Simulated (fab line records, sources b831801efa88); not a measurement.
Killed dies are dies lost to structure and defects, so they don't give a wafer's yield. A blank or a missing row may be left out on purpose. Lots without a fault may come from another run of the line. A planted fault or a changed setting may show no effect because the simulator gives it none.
Which tool did it? | flow gf180mcu | 12 lots, 34 wafers sampled, at 5 steps of a route of 602

WHAT THE GAUGES READ, wafer by wafer
GF_V4_THK_MEAS_03. Usual: V4_CVD_02_THK 853 nm, standard deviation 10.
lot  | measured     | on            | V4_CVD_02_THK (nm) | flag
L205 | day 24 06:45 | film_metro-02 | 847 851 861        |
L206 | day 24 13:15 | film_metro-01 | 834 834 848        |
L207 | day 24 20:50 | film_metro-02 | 840 847 853        |
L208 | day 25 05:52 | film_metro-02 | 852 870 869        |
L209 | day 25 17:14 | film_metro-02 | 849 862 867        |
L210 | day 26 06:43 | film_metro-03 | 855 852 871        |
L218 | day 28 08:31 | film_metro-03 | 662 660 676        | OFF
L220 | day 29 00:38 | film_metro-03 | 665 672 659        | OFF
L221 | day 29 05:02 | film_metro-01 | 848 866 855        |
L222 | day 29 12:55 | film_metro-01 | 856 869 863        |
L223 | day 29 20:38 | film_metro-02 | 849 867            |
L225 | day 30 07:13 | film_metro-02 | 867 861            |

GF_V4_OVL_MEAS_15. Usual: V4_OVL -2 nm, standard deviation 5.1.
lot  | measured     | on         | V4_OVL (nm) | flag
L205 | day 25 05:36 | overlay-02 | 6 -6 -1     |
L206 | day 25 11:26 | overlay-01 | 1 -2 4      |
L207 | day 25 19:02 | overlay-01 | -6 -7 -9    |
L208 | day 26 03:02 | overlay-02 | -6 1 -3     |
L209 | day 26 14:29 | overlay-01 | -1 7 -4     |
L210 | day 27 04:08 | overlay-01 | -8 -6 3     |
L218 | day 29 03:02 | overlay-01 | -1 7 6      |
L220 | day 29 20:26 | overlay-02 | -2 -4 0     |
L221 | day 30 00:50 | overlay-02 | 2 -7 2      |
L222 | day 30 07:37 | overlay-01 | 1 0 2       |
L223 | day 30 15:37 | overlay-01 | 1 -10       |
L225 | day 31 02:32 | overlay-02 | -3 -2       |

WHICH TOOL RAN EACH LOT (tool, then ch and the chambers of the sampled wafers, then the start)
lot  | GF_M4_METAL_ETCH_16               | GF_V4_CVD_02                    | GF_V4_CMP_04
L205 | rie_metal-02 ch 0,1, day 24 05:49 | pecvd-02 ch 0,2, day 24 06:40   | cmp-02 ch 0,1, day 24 06:47
L206 | rie_metal-04 ch 0,1, day 24 12:22 | pecvd-04 ch 1,2, day 24 13:10   | cmp-02 ch 0,1, day 24 13:21
L207 | rie_metal-03 ch 0,1, day 24 19:59 | pecvd-02 ch 0,1,2, day 24 20:46 | cmp-02 ch 0,2,3, day 24 21:01
L208 | rie_metal-02 ch 0,1, day 25 05:01 | pecvd-04 ch 0,1, day 25 05:48   | cmp-02 ch 1,2,3, day 25 06:02
L209 | rie_metal-03 ch 1, day 25 16:13   | pecvd-04 ch 1,2, day 25 17:10   | cmp-01 ch 0,1, day 25 17:25
L210 | rie_metal-03 ch 1, day 26 05:43   | pecvd-02 ch 1,2, day 26 06:38   | cmp-02 ch 0,1, day 26 06:49
L218 | rie_metal-02 ch 0, day 28 07:31   | pecvd-04 ch 1,2, day 28 08:26   | cmp-01 ch 1,2,3, day 28 08:34
L220 | rie_metal-02 ch 0,1, day 28 23:46 | pecvd-04 ch 0,1, day 29 00:34   | cmp-02 ch 1,2, day 29 00:44
L221 | rie_metal-02 ch 0,1, day 29 04:10 | pecvd-02 ch 0,1,2, day 29 04:58 | cmp-01 ch 0,3, day 29 05:05
L222 | rie_metal-02 ch 0,1, day 29 12:01 | pecvd-02 ch 0, day 29 12:49     | cmp-02 ch 0,2,3, day 29 13:02
L223 | rie_metal-04 ch 1, day 29 19:34   | pecvd-02 ch 0,1, day 29 20:31   | cmp-01 ch 1,2, day 29 20:47
L225 | rie_metal-03 ch 0,1, day 30 06:21 | pecvd-02 ch 0,2, day 30 07:09   | cmp-01 ch 0,3, day 30 07:20
- GF_M4_METAL_ETCH_16: etches the open film in Cl2/BCl3, stops on SiO2, target depth 750.8 nm, time 125.1 s.
- GF_V4_CVD_02: deposits SiO2 from TEOS, target thk 850 nm, time 94.851 s.
- GF_V4_CMP_04: polishes SiO2.

WHAT THE TOOLS THEMSELVES READ (means of the sampled wafers that have a number; where no wafer has one, the mark that the record gives instead)
GF_M4_METAL_ETCH_16. Usual: drypump_motor_current_A 5.81 A, standard deviation 0.28; oes_product_au 0.987 a.u., standard deviation 0.0071; throttle_valve_pct 28.233 %, standard deviation 0.012.
lot  | tool         | drypump_motor_current_A (A) | oes_product_au (a.u.) | throttle_valve_pct (%) | flag
L205 | rie_metal-02 | 6.02                        | 0.983                 | 28.234                 |
L206 | rie_metal-04 | 5.86                        | 0.995                 | 28.222                 |
L207 | rie_metal-03 | 5.61                        | 0.983                 | 28.236                 |
L208 | rie_metal-02 | 5.87                        | 0.984                 | 28.235                 |
L209 | rie_metal-03 | 5.42                        | 0.986                 | 28.225                 |
L210 | rie_metal-03 | 5.42                        | 0.984                 | 28.235                 |
L218 | rie_metal-02 | 6.22                        | 0.992                 | 28.242                 |
L220 | rie_metal-02 | 5.86                        | 0.994                 | 28.226                 |
L221 | rie_metal-02 | 6.02                        | 0.991                 | 28.231                 |
L222 | rie_metal-02 | 6.05                        | 0.982                 | 28.243                 |
L223 | rie_metal-04 | 5.94                        | 0.990                 | 28.225                 |
L225 | rie_metal-03 | 5.56                        | 0.980                 | 28.239                 |

GF_V4_CVD_02. Usual: heater_power_w 659 W, standard deviation 110.
lot  | tool     | heater_power_w (W) | flag
L205 | pecvd-02 | 765                |
L206 | pecvd-04 | 614                |
L207 | pecvd-02 | 706                |
L208 | pecvd-04 | 575                |
L209 | pecvd-04 | 650                |
L210 | pecvd-02 | 688                |
L218 | pecvd-04 | 698                |
L220 | pecvd-04 | 563                |
L221 | pecvd-02 | 678                |
L222 | pecvd-02 | 626                |
L223 | pecvd-02 | 573                |
L225 | pecvd-02 | 770                |

GF_V4_CMP_04. Usual: motor_current_A 12.2 A, standard deviation 1.4; time_to_endpoint_s 75 s, standard deviation 5.6.
lot  | tool   | motor_current_A (A) | time_to_endpoint_s (s) | flag
L205 | cmp-02 | 11.1                | 73                     |
L206 | cmp-02 | 12.5                | 70                     |
L207 | cmp-02 | 12.9                | 77                     |
L208 | cmp-02 | 12.0                | 86                     |
L209 | cmp-01 | 10.9                | 71                     |
L210 | cmp-02 | 11.0                | 82                     |
L218 | cmp-01 | 12.9                | 70                     |
L220 | cmp-02 | 13.1                | 72                     |
L221 | cmp-01 | 11.1                | 70                     |
L222 | cmp-02 | 13.3                | 87                     |
L223 | cmp-01 | 13.2                | 72                     |
L225 | cmp-01 | 11.8                | 79                     |

THE ANSWER, worked out from the rows above alone
Rule: a lot is off if the mean of its wafers that have a number lies more than 3 standard deviations from the usual mean. A lot without any number at a reading at which 4 lots or more have one is off too. The other lots that the step has rows for count as sound. The gauges are gone through in route order, then the tools' own readings, and for those a lot's mean is taken as printed above. The first step at which some lot is off is used, and at that step the reading that is off furthest; a lot without a number counts as furthest.
Off: L218, L220, at GF_V4_THK_MEAS_03 (V4_CVD_02_THK).
A tool fits if, at a process step before that reading, it ran every lot that is off, and no sound lot after the first of them. The gauges at GF_V4_THK_MEAS_03 are tried like those tools. Can't be told from this: 2 tools fit, pecvd-04 at GF_V4_CVD_02, film_metro-03 at GF_V4_THK_MEAS_03.

WHAT THE SIMULATOR HAD PUT IN
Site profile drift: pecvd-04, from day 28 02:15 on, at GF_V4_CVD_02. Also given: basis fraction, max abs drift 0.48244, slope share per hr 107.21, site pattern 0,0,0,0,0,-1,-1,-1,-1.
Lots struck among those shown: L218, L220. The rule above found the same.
